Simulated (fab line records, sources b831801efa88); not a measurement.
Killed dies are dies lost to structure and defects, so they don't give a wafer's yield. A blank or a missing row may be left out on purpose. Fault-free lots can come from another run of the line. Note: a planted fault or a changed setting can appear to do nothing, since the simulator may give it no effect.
Matching of chambers | flow gf180mcu | 4 sister chambers for GF_STI_ETCH_14 on rie_si-01
The step etches Si in HBr/Cl2/O2, target depth 360 nm, time 102.9 s. 8 wafers are shown with their chamber, then 7 later ones without.

EACH WAFER AND ITS CHAMBER
wafer  | chamber | drypump_motor_current_A (A) | oes_product_au (a.u.)
L960.1 | 2       | 6.3                         | 0.995
L963.1 | 3       | 5.2                         | 0.980
L963.4 | 2       | 6.3                         | 0.989
L965.1 | 1       | 6.0                         | 1.006
L965.3 | 3       | 5.1                         | 0.975
L965.5 | 0       | 6.2                         | 1.005
L968.1 | 1       | 6.0                         | 0.987
L968.3 | 0       | 6.2                         | 1.001

WAFERS WITHOUT THEIR CHAMBER
wafer  | drypump_motor_current_A (A) | oes_product_au (a.u.)
L968.4 | 6.3                         | 0.982
L973.2 | 6.3                         | 0.990
L973.3 | 6.2                         | 1.009
L973.6 | 6.2                         | 1.006
L978.1 | 5.1                         | 0.985
L978.5 | 6.0                         | 1.000
L978.6 | 6.3                         | 1.012

WHICH CHAMBER EACH ONE RAN IN
wafer  | from the rows above     | in truth
L968.4 | 2                       | 2
L973.2 | 2                       | 2
L973.3 | 0                       | 0
L973.6 | 0                       | 0
L978.1 | 3                       | 3
L978.5 | 1                       | 1
L978.6 | can't be placed: 2 or 0 | 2
6 of 7 placed correctly. Cannot be placed on the basis of these rows: 1; the candidates contain the true chamber in 1. 0 placed wrongly.
How it was worked out, from the rows above alone: a wafer's distance from a chamber is the root of the sum, over the readings, of the square of ((its reading less the chamber's mean) divided by the reading's scatter). If the next closest chamber is less than 2 further off than the closest, the wafer can't be placed; otherwise it belongs to the closest. For every chamber, the mean is computed from those of its wafers that are shown. The scatter: take each reading less its chamber's mean, square it, sum over the shown wafers, divide by the number of wafers less the number of chambers, and take the root.
